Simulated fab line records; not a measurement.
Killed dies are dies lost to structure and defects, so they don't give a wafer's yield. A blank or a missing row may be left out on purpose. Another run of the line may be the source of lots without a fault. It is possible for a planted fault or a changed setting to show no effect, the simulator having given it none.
The tool behind it: which one? + flow sky130 + 11 lots, 33 wafers sampled, at 2 steps of a route of 708

== WHAT EACH GAUGE READ, for each wafer ==
SKY_SPACER_THK_MEAS_01.
| lot  | measured     | on            | SPACER_CVD_00_THK (nm) |
|------|--------------|---------------|------------------------|
| L649 | day 24 00:11 | film-metro-03 | 43.2 43.4 43.3         |
| L648 | day 24 02:26 | film-metro-03 | 42.9 43.3 43.1         |
| L651 | day 24 03:40 | film-metro-03 | 43.2 43.2 43.1         |
| L652 | day 24 13:02 | film-metro-03 | 43.1 42.8 43.2         |
| L653 | day 24 23:10 | film-metro-04 | 43.0 43.6 43.2         |
| L655 | day 25 15:41 | film-metro-04 | 42.4 42.5 42.7         |
| L660 | day 27 09:56 | film-metro-03 | 43.0 42.8 42.9         |
| L661 | day 27 23:13 | film-metro-04 | 42.5 42.5 42.8         |
| L662 | day 28 04:48 | film-metro-04 | 33.6 33.5 33.8         |
| L663 | day 28 11:20 | film-metro-01 | 33.4 33.3 33.3         |
| L664 | day 28 15:09 | film-metro-01 | 33.5 33.7 33.4         |

== EACH LOT AND THE TOOL THAT RAN IT (in order: tool; ch and the chambers of the sampled wafers; start) ==
| lot  | SKY_SPACER_CVD_00           |
|------|-----------------------------|
| L649 | lpcvd-02 ch 0, day 23 22:58 |
| L648 | lpcvd-02 ch 1, day 24 01:14 |
| L651 | lpcvd-02 ch 1, day 24 02:26 |
| L652 | lpcvd-02 ch 1, day 24 11:49 |
| L653 | lpcvd-02 ch 1, day 24 21:57 |
| L655 | lpcvd-02 ch 1, day 25 14:28 |
| L660 | lpcvd-02 ch 1, day 27 08:43 |
| L661 | lpcvd-02 ch 0, day 27 21:59 |
| L662 | lpcvd-02 ch 0, day 28 03:34 |
| L663 | lpcvd-02 ch 0, day 28 10:07 |
| L664 | lpcvd-02 ch 0, day 28 13:57 |
- SKY_SPACER_CVD_00: deposits Si3N4 from DCS/NH3, target thk 43.1 nm, time 740 s.

== THE ANSWER, worked out from the rows above alone ==
Rule: the usual values come from the lots themselves. The widest of any qualifying gaps counts: lots, ordered by their means at a reading, are off when they make up no more than a third of the lots, leave a main group of 4 or more, and stand apart from it by 3 or more times the standard deviation of that group's means. A main group is skipped when, at the precision printed for the reading in the tables above, its means are all equal. Also off: a lot with no number at a reading for which 4 or more lots have one. Where the step has rows for the other lots, those lots are counted as sound.
Off: at SKY_SPACER_THK_MEAS_01 (SPACER_CVD_00_THK), L662, L663, L664. For the main group the mean is 43.0 nm and the standard deviation 0.27.
If a tool, at a process step before that reading, ran all the lots that are off and no sound lot after the first of them, it fits. Gauges at SKY_SPACER_THK_MEAS_01: tried the same way as those tools. One fits: SKY_SPACER_CVD_00 on lpcvd-02. A fault onset in the window from L661 (day 27 21:59, its last sound lot) to L662 (day 28 03:34, its first lot off) fits.

== WHAT THE SIMULATOR PUT IN ==
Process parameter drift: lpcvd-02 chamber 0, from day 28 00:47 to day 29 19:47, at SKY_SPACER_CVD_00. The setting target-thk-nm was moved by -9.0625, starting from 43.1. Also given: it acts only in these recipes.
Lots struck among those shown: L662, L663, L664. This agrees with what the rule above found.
